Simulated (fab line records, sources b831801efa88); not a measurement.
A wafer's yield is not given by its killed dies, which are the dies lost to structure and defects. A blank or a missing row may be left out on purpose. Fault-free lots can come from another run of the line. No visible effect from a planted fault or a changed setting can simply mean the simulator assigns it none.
The tool behind it: which one? / flow sky130 / 10 lots with 30 wafers sampled at 7 steps, on a route of 708 steps

== WHAT THE GAUGES SHOWED, per wafer ==
SKY_METAL2_THK_MEAS_06: measures by xrf. Usual: METAL2_ALCU_THK 244.8 nm, standard deviation 2.7.
lot=L155; measured=day 34 10:43; on=filmMetro-02; METAL2_ALCU_THK (nm)=244.5 248.2 243.1; flag=
lot=L157; measured=day 35 04:49; on=filmMetro-01; METAL2_ALCU_THK (nm)=240.9 241.8 245.7; flag=
lot=L158; measured=day 35 16:04; on=filmMetro-01; METAL2_ALCU_THK (nm)=246.9 242.1 244.7; flag=
lot=L160; measured=day 36 03:19; on=filmMetro-01; METAL2_ALCU_THK (nm)=242.6 244.9 245.1; flag=
lot=L161; measured=day 36 10:08; on=filmMetro-03; METAL2_ALCU_THK (nm)=246.1 245.3 245.0; flag=
lot=L166; measured=day 38 07:10; on=filmMetro-03; METAL2_ALCU_THK (nm)=245.8 244.0 247.5; flag=
lot=L171; measured=day 39 09:28; on=filmMetro-01; METAL2_ALCU_THK (nm)=243.2 244.3 244.4; flag=
lot=L173; measured=day 40 06:27; on=filmMetro-03; METAL2_ALCU_THK (nm)=242.7 242.0 238.8; flag=
lot=L176; measured=day 41 10:21; on=filmMetro-01; METAL2_ALCU_THK (nm)=240.9 249.8 241.4; flag=
lot=L177; measured=day 41 18:59; on=filmMetro-01; METAL2_ALCU_THK (nm)=246.5 244.7 244.9; flag=

SKY_VIA2_THK_MEAS_23: measures by xrf. Usual: VIA2_W_THK 405 nm, standard deviation 7.1.
lot=L155; measured=day 36 17:46; on=filmMetro-01; VIA2_W_THK (nm)=402 396 397; flag=
lot=L157; measured=day 37 12:13; on=filmMetro-01; VIA2_W_THK (nm)=407 398 404; flag=
lot=L158; measured=day 37 23:07; on=filmMetro-01; VIA2_W_THK (nm)=402 404 403; flag=
lot=L160; measured=day 38 10:27; on=filmMetro-01; VIA2_W_THK (nm)=403 400 405; flag=
lot=L161; measured=day 38 16:13; on=filmMetro-03; VIA2_W_THK (nm)=417 408 414; flag=
lot=L166; measured=day 40 13:16; on=filmMetro-03; VIA2_W_THK (nm)=405 407 402; flag=
lot=L171; measured=day 41 14:40; on=filmMetro-03; VIA2_W_THK (nm)=409 403 407; flag=
lot=L173; measured=day 42 10:40; on=filmMetro-01; VIA2_W_THK (nm)=391 394 395; flag=
lot=L176; measured=day 43 13:36; on=filmMetro-03; VIA2_W_THK (nm)=413 417 407; flag=
lot=L177; measured=day 43 21:43; on=filmMetro-04; VIA2_W_THK (nm)=404 406 401; flag=

SKY_CAPM_RS_MEAS_03: measures by four-point-probe. Usual: CAPM_TIN_RS 6.91 ohm/sq, standard deviation 0.067.
lot=L155; measured=day 36 18:30; on=filmMetro-04; CAPM_TIN_RS (ohm/sq)=6.85 6.82 6.84; flag=
lot=L157; measured=day 37 12:56; on=filmMetro-04; CAPM_TIN_RS (ohm/sq)=6.80 6.88 6.81; flag=
lot=L158; measured=day 37 23:50; on=filmMetro-01; CAPM_TIN_RS (ohm/sq)=6.98 6.99 6.89; flag=
lot=L160; measured=day 38 11:10; on=filmMetro-01; CAPM_TIN_RS (ohm/sq)=6.97 6.91 6.98; flag=
lot=L161; measured=day 38 16:56; on=filmMetro-04; CAPM_TIN_RS (ohm/sq)=6.94 6.83 6.90; flag=
lot=L166; measured=day 40 14:00; on=filmMetro-02; CAPM_TIN_RS (ohm/sq)=8.82 6.91 6.95 8.81 6.92 6.97; flag=OFF
lot=L171; measured=day 41 15:22; on=filmMetro-01; CAPM_TIN_RS (ohm/sq)=6.98 6.90 7.02; flag=
lot=L173; measured=day 42 11:23; on=filmMetro-01; CAPM_TIN_RS (ohm/sq)=6.92 6.99 6.97; flag=
lot=L176; measured=day 43 14:19; on=filmMetro-04; CAPM_TIN_RS (ohm/sq)=6.90 6.84 6.87; flag=
lot=L177; measured=day 43 22:26; on=filmMetro-01; CAPM_TIN_RS (ohm/sq)=6.87 6.92 6.81; flag=

SKY_CAPM_THK_MEAS_04: measures by xrf. Usual: CAPM_TIN_THK 197.6 nm, standard deviation 2.3.
lot=L155; measured=day 36 18:35; on=filmMetro-04; CAPM_TIN_THK (nm)=200.4 201.1 200.0; flag=
lot=L157; measured=day 37 13:04; on=filmMetro-04; CAPM_TIN_THK (nm)=200.4 199.6 200.4; flag=
lot=L158; measured=day 37 23:56; on=filmMetro-01; CAPM_TIN_THK (nm)=194.6 194.7 197.3; flag=
lot=L160; measured=day 38 11:17; on=filmMetro-01; CAPM_TIN_THK (nm)=195.6 197.1 195.4; flag=
lot=L161; measured=day 38 17:02; on=filmMetro-04; CAPM_TIN_THK (nm)=197.0 200.2 197.5; flag=
lot=L166; measured=day 40 19:18; on=filmMetro-02; CAPM_TIN_THK (nm)=155.8 198.0 196.7 156.5 198.7 196.5; flag=OFF
lot=L171; measured=day 41 15:29; on=filmMetro-01; CAPM_TIN_THK (nm)=194.5 197.4 193.0; flag=
lot=L173; measured=day 42 11:30; on=filmMetro-01; CAPM_TIN_THK (nm)=197.4 196.2 195.3; flag=
lot=L176; measured=day 43 14:25; on=filmMetro-04; CAPM_TIN_THK (nm)=199.0 200.9 199.5; flag=
lot=L177; measured=day 43 22:34; on=filmMetro-01; CAPM_TIN_THK (nm)=197.8 197.0 199.4; flag=

SKY_METAL3_CD_MEAS_13: the cd target is 300 nm. Usual: 299.8 nm for cdNm, sd 1.3.
lot=L155; measured=day 38 23:44; on=cdSem-01; cdNm (nm)=300.6 298.1 299.4; flag=
lot=L157; measured=day 39 16:56; on=cdSem-02; cdNm (nm)=300.4 300.8 301.8; flag=
lot=L158; measured=day 40 02:49; on=cdSem-02; cdNm (nm)=300.9 302.2 301.4; flag=
lot=L160; measured=day 40 14:08; on=cdSem-02; cdNm (nm)=298.4 300.1 299.3; flag=
lot=L161; measured=day 40 19:59; on=cdSem-02; cdNm (nm)=299.3 298.6 299.1; flag=
lot=L166; measured=day 42 14:58; on=cdSem-01; cdNm (nm)=302.3 301.3 301.3; flag=
lot=L171; measured=day 43 16:10; on=cdSem-02; cdNm (nm)=298.8 297.6 297.7; flag=
lot=L173; measured=day 44 10:37; on=cdSem-01; cdNm (nm)=300.9 299.9 300.2; flag=
lot=L176; measured=day 45 11:09; on=cdSem-02; cdNm (nm)=299.7 298.0 299.6; flag=
lot=L177; measured=day 45 19:31; on=cdSem-02; cdNm (nm)=297.9 296.8 297.0; flag=

== WHICH TOOL RAN EACH LOT (tool, then ch and the chambers of the sampled wafers, then the start) ==
lot=L155; SKY_CAPM_SPUTTER_02=pvdSputter-01, day 36 18:20; SKY_CAPM_METAL_ETCH_13=rieMetal-01 ch 0,1, day 37 21:15
lot=L157; SKY_CAPM_SPUTTER_02=pvdSputter-02, day 37 12:50; SKY_CAPM_METAL_ETCH_13=rieMetal-01 ch 0,1, day 38 14:43
lot=L158; SKY_CAPM_SPUTTER_02=pvdSputter-02, day 37 23:41; SKY_CAPM_METAL_ETCH_13=rieMetal-04 ch 0,1, day 39 01:14
lot=L160; SKY_CAPM_SPUTTER_02=pvdSputter-02, day 38 11:03; SKY_CAPM_METAL_ETCH_13=rieMetal-02 ch 0,1, day 39 12:22
lot=L161; SKY_CAPM_SPUTTER_02=pvdSputter-02, day 38 16:48; SKY_CAPM_METAL_ETCH_13=rieMetal-04 ch 0,1, day 39 18:14
lot=L166; SKY_CAPM_SPUTTER_02=pvdSputter-02, day 40 13:51; SKY_CAPM_METAL_ETCH_13=rieMetal-02 ch 0,1, day 41 13:53
lot=L171; SKY_CAPM_SPUTTER_02=pvdSputter-01, day 41 15:16; SKY_CAPM_METAL_ETCH_13=rieMetal-01 ch 0,1, day 42 16:08
lot=L173; SKY_CAPM_SPUTTER_02=pvdSputter-01, day 42 11:16; SKY_CAPM_METAL_ETCH_13=rieMetal-01 ch 0, day 43 10:32
lot=L176; SKY_CAPM_SPUTTER_02=pvdSputter-02, day 43 14:11; SKY_CAPM_METAL_ETCH_13=rieMetal-01 ch 0, day 44 12:20
lot=L177; SKY_CAPM_SPUTTER_02=pvdSputter-02, day 43 22:20; SKY_CAPM_METAL_ETCH_13=rieMetal-04 ch 0,1, day 44 21:07
- SKY_CAPM_SPUTTER_02: material TiN, target thk 200 nm, time 166.7 s.
- SKY_CAPM_METAL_ETCH_13: etches TiN in Cl2/BCl3, stops on SiO2, target depth 220 nm, time 62.9 s.

== WHAT THE TOOLS THEMSELVES READ (means of the sampled wafers that have a number; where no wafer has one, the mark that the record gives instead) ==
SKY_CAPM_SPUTTER_02. Usual: cathodeDcPowerW 6500.0 W, standard deviation 1.2; throttleValvePct 30.0 %, standard deviation 0.93.
lot=L155; tool=pvdSputter-01; cathodeDcPowerW (W)=6500.8; throttleValvePct (%)=30.5; flag=
lot=L157; tool=pvdSputter-02; cathodeDcPowerW (W)=6500.0; throttleValvePct (%)=30.7; flag=
lot=L158; tool=pvdSputter-02; cathodeDcPowerW (W)=6500.0; throttleValvePct (%)=29.9; flag=
lot=L160; tool=pvdSputter-02; cathodeDcPowerW (W)=6500.5; throttleValvePct (%)=28.8; flag=
lot=L161; tool=pvdSputter-02; cathodeDcPowerW (W)=6500.1; throttleValvePct (%)=28.9; flag=
lot=L166; tool=pvdSputter-02; cathodeDcPowerW (W)=6061.8; throttleValvePct (%)=29.5; flag=OFF
lot=L171; tool=pvdSputter-01; cathodeDcPowerW (W)=6500.7; throttleValvePct (%)=30.2; flag=
lot=L173; tool=pvdSputter-01; cathodeDcPowerW (W)=6499.3; throttleValvePct (%)=30.0; flag=
lot=L176; tool=pvdSputter-02; cathodeDcPowerW (W)=6500.9; throttleValvePct (%)=30.5; flag=
lot=L177; tool=pvdSputter-02; cathodeDcPowerW (W)=6499.9; throttleValvePct (%)=30.0; flag=

SKY_CAPM_METAL_ETCH_13. Usual: bcl3FlowSccm 30.00 sccm, standard deviation 0.1; drypumpMotorCurrentA 5.8 A, standard deviation 0.52; oesProductAu 0.942 a.u., standard deviation 0.0065; throttleValvePct 21.901 %, standard deviation 0.01.
lot=L155; tool=rieMetal-01; bcl3FlowSccm (sccm)=30.02; drypumpMotorCurrentA (A)=5.4; oesProductAu (a.u.)=0.943; throttleValvePct (%)=21.893; flag=
lot=L157; tool=rieMetal-01; bcl3FlowSccm (sccm)=30.06; drypumpMotorCurrentA (A)=5.7; oesProductAu (a.u.)=0.946; throttleValvePct (%)=21.895; flag=
lot=L158; tool=rieMetal-04; bcl3FlowSccm (sccm)=30.01; drypumpMotorCurrentA (A)=6.2; oesProductAu (a.u.)=0.937; throttleValvePct (%)=21.903; flag=
lot=L160; tool=rieMetal-02; bcl3FlowSccm (sccm)=30.16; drypumpMotorCurrentA (A)=5.5; oesProductAu (a.u.)=0.939; throttleValvePct (%)=21.906; flag=
lot=L161; tool=rieMetal-04; bcl3FlowSccm (sccm)=29.92; drypumpMotorCurrentA (A)=6.1; oesProductAu (a.u.)=0.940; throttleValvePct (%)=21.902; flag=
lot=L166; tool=rieMetal-02; bcl3FlowSccm (sccm)=30.01; drypumpMotorCurrentA (A)=5.5; oesProductAu (a.u.)=0.899; throttleValvePct (%)=21.926; flag=OFF
lot=L171; tool=rieMetal-01; bcl3FlowSccm (sccm)=30.07; drypumpMotorCurrentA (A)=5.7; oesProductAu (a.u.)=0.939; throttleValvePct (%)=21.911; flag=
lot=L173; tool=rieMetal-01; bcl3FlowSccm (sccm)=29.89; drypumpMotorCurrentA (A)=6.0; oesProductAu (a.u.)=0.937; throttleValvePct (%)=21.901; flag=
lot=L176; tool=rieMetal-01; bcl3FlowSccm (sccm)=30.09; drypumpMotorCurrentA (A)=6.0; oesProductAu (a.u.)=0.942; throttleValvePct (%)=21.894; flag=
lot=L177; tool=rieMetal-04; bcl3FlowSccm (sccm)=30.04; drypumpMotorCurrentA (A)=6.2; oesProductAu (a.u.)=0.943; throttleValvePct (%)=21.906; flag=

== THE ANSWER, worked out from the rows above alone ==
Rule: a lot is off if the mean of its wafers that have a number lies more than 3 standard deviations from the usual mean. Also off: a lot with no number at a reading for which 4 or more lots have one. The other lots that the step has rows for count as sound. Order of review: gauges by route order, followed by the tools' own readings, for which a lot's mean as printed above is used. At the first step where some lot is off, the reading lying furthest off is the one used; lots without a number count as furthest.
Off: L166, seen at SKY_CAPM_RS_MEAS_03 (CAPM_TIN_RS).
A tool fits if, at a process step before that reading, it ran every lot that is off, and no sound lot after the first of them. Not tried: the gauges at SKY_CAPM_RS_MEAS_03; whatever is off there is also off at SKY_CAPM_SPUTTER_02, on other tools, and gauge error can't account for it. Not one of the candidates tried fits.

== WHAT HAD BEEN PUT IN BY THE SIMULATOR ==
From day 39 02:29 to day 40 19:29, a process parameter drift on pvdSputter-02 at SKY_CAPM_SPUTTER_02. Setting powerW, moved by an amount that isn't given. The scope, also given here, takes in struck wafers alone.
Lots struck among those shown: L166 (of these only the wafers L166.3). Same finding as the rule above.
